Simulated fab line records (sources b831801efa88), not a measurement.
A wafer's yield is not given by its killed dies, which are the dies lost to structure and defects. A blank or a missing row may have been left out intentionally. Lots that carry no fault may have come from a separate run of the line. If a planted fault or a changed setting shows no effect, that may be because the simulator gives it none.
Which tool was responsible? / flow gf180mcu / 12 lots, 36 wafers sampled, at 2 steps of a route of 602

## WHAT THE GAUGES READ, wafer by wafer
GF_V2_OVL_MEAS_15.
lot=L075; measured=day 20 21:49; on=overlay-01; V2_OVL (nm)=2 0 7
lot=L077; measured=day 21 14:28; on=overlay-02; V2_OVL (nm)=-5 2 2
lot=L079; measured=day 22 08:03; on=overlay-02; V2_OVL (nm)=3 13 9
lot=L081; measured=day 23 05:39; on=overlay-02; V2_OVL (nm)=14 13 8
lot=L083; measured=day 23 17:04; on=overlay-01; V2_OVL (nm)=6 0 2
lot=L085; measured=day 24 10:36; on=overlay-01; V2_OVL (nm)=19 6 11
lot=L087; measured=day 25 06:11; on=overlay-02; V2_OVL (nm)=12 10 13
lot=L089; measured=day 25 14:58; on=overlay-02; V2_OVL (nm)=6 -1 -1
lot=L091; measured=day 26 07:29; on=overlay-01; V2_OVL (nm)=-1 1 1
lot=L093; measured=day 27 04:41; on=overlay-02; V2_OVL (nm)=2 13 8
lot=L095; measured=day 27 09:44; on=overlay-02; V2_OVL (nm)=0 -1 2
lot=L097; measured=day 28 05:49; on=overlay-01; V2_OVL (nm)=6 1 12

## TOOL THAT RAN EACH LOT (tool first, then ch and the chambers of the sampled wafers, then the start)
lot=L075; GF_M2_SPUTTER_00=pvdSputter-02, day 18 19:55
lot=L077; GF_M2_SPUTTER_00=pvdSputter-03, day 19 12:12
lot=L079; GF_M2_SPUTTER_00=pvdSputter-04, day 20 07:08
lot=L081; GF_M2_SPUTTER_00=pvdSputter-03, day 21 05:31
lot=L083; GF_M2_SPUTTER_00=pvdSputter-04, day 21 16:44
lot=L085; GF_M2_SPUTTER_00=pvdSputter-03, day 22 11:23
lot=L087; GF_M2_SPUTTER_00=pvdSputter-02, day 23 08:41
lot=L089; GF_M2_SPUTTER_00=pvdSputter-03, day 23 16:41
lot=L091; GF_M2_SPUTTER_00=pvdSputter-02, day 24 11:40
lot=L093; GF_M2_SPUTTER_00=pvdSputter-02, day 25 09:08
lot=L095; GF_M2_SPUTTER_00=pvdSputter-03, day 25 15:23
lot=L097; GF_M2_SPUTTER_00=pvdSputter-02, day 26 11:32
- GF_M2_SPUTTER_00: material Ti, target thk 37.5 nm, time 150 s.

## THE ANSWER, worked out from the rows above alone
Rule: the lots themselves supply what counts as usual. Put in order of their means at a reading, lots are off if they are a third of the lots or fewer, leave a main group of 4 or more, and stand apart from it by a gap of 3 or more times the standard deviation of the main group's means; of several such gaps the widest counts. The tables above print the reading to a certain number of digits; a main group whose means all agree to those digits is not used. A lot without any number at a reading at which 4 lots or more have one is off too. Any other lot the step has rows for is counted as sound.
Across all readings shown, no lot is off: no conclusion can be drawn from this.

## WHAT THE SIMULATOR HAD PUT IN
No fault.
